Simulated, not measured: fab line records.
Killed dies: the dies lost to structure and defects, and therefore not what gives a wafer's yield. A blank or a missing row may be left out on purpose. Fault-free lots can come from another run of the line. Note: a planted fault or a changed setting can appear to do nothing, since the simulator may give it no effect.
Matching of chambers || flow sky130 || cmp-01 running SKY_VIA2_CMP_02: 4 sister chambers
The step polishes SiO2. 8 wafers are shown with their chamber, then 9 later ones without.

## WAFERS PAIRED WITH THEIR CHAMBERS
{"wafer": "L082.2", "chamber": 2, "motorCurrentA (A)": 10.8}
{"wafer": "L082.4", "chamber": 0, "motorCurrentA (A)": 11.7}
{"wafer": "L083.1", "chamber": 1, "motorCurrentA (A)": 12.0}
{"wafer": "L083.4", "chamber": 3, "motorCurrentA (A)": 11.0}
{"wafer": "L083.6", "chamber": 3, "motorCurrentA (A)": 11.1}
{"wafer": "L085.1", "chamber": 0, "motorCurrentA (A)": 11.4}
{"wafer": "L085.2", "chamber": 2, "motorCurrentA (A)": 10.7}
{"wafer": "L085.6", "chamber": 1, "motorCurrentA (A)": 12.7}

## WAFERS WITH NO CHAMBER GIVEN
{"wafer": "L088.1", "motorCurrentA (A)": 10.5}
{"wafer": "L088.2", "motorCurrentA (A)": 10.5}
{"wafer": "L088.3", "motorCurrentA (A)": 12.8}
{"wafer": "L093.1", "motorCurrentA (A)": 10.4}
{"wafer": "L093.3", "motorCurrentA (A)": 11.3}
{"wafer": "L093.4", "motorCurrentA (A)": 11.0}
{"wafer": "L097.3", "motorCurrentA (A)": 10.8}
{"wafer": "L097.4", "motorCurrentA (A)": 12.5}
{"wafer": "L097.6", "motorCurrentA (A)": 12.2}

## CHAMBER TAKEN BY EACH
{"wafer": "L088.1", "from the rows above": "can't be placed: 2 or 3", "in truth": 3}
{"wafer": "L088.2", "from the rows above": "can't be placed: 2 or 3", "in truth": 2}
{"wafer": "L088.3", "from the rows above": 1, "in truth": 1}
{"wafer": "L093.1", "from the rows above": "can't be placed: 2 or 3", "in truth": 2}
{"wafer": "L093.3", "from the rows above": "can't be placed: 0 or 3 or 2", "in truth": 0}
{"wafer": "L093.4", "from the rows above": "can't be placed: 3 or 2 or 0", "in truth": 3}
{"wafer": "L097.3", "from the rows above": "can't be placed: 2 or 3", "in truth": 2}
{"wafer": "L097.4", "from the rows above": 1, "in truth": 1}
{"wafer": "L097.6", "from the rows above": "can't be placed: 1 or 0", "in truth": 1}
Placed correctly: 2 of 9. These rows do not allow placing 7 (true chamber among the candidates in 7). Wrongly placed: 0.
How it was worked out, from the rows above alone: a wafer's distance from a chamber is the root of the sum, over the readings, of the square of ((its reading less the chamber's mean) divided by the reading's scatter). If the next closest chamber is less than 2 further off than the closest, the wafer can't be placed; otherwise it belongs to the closest. The mean given for a chamber averages the wafers shown for that chamber. The scatter is the square root of a quotient: the sum, over the shown wafers, of each reading's squared deviation from its chamber's mean, divided by wafers minus chambers.
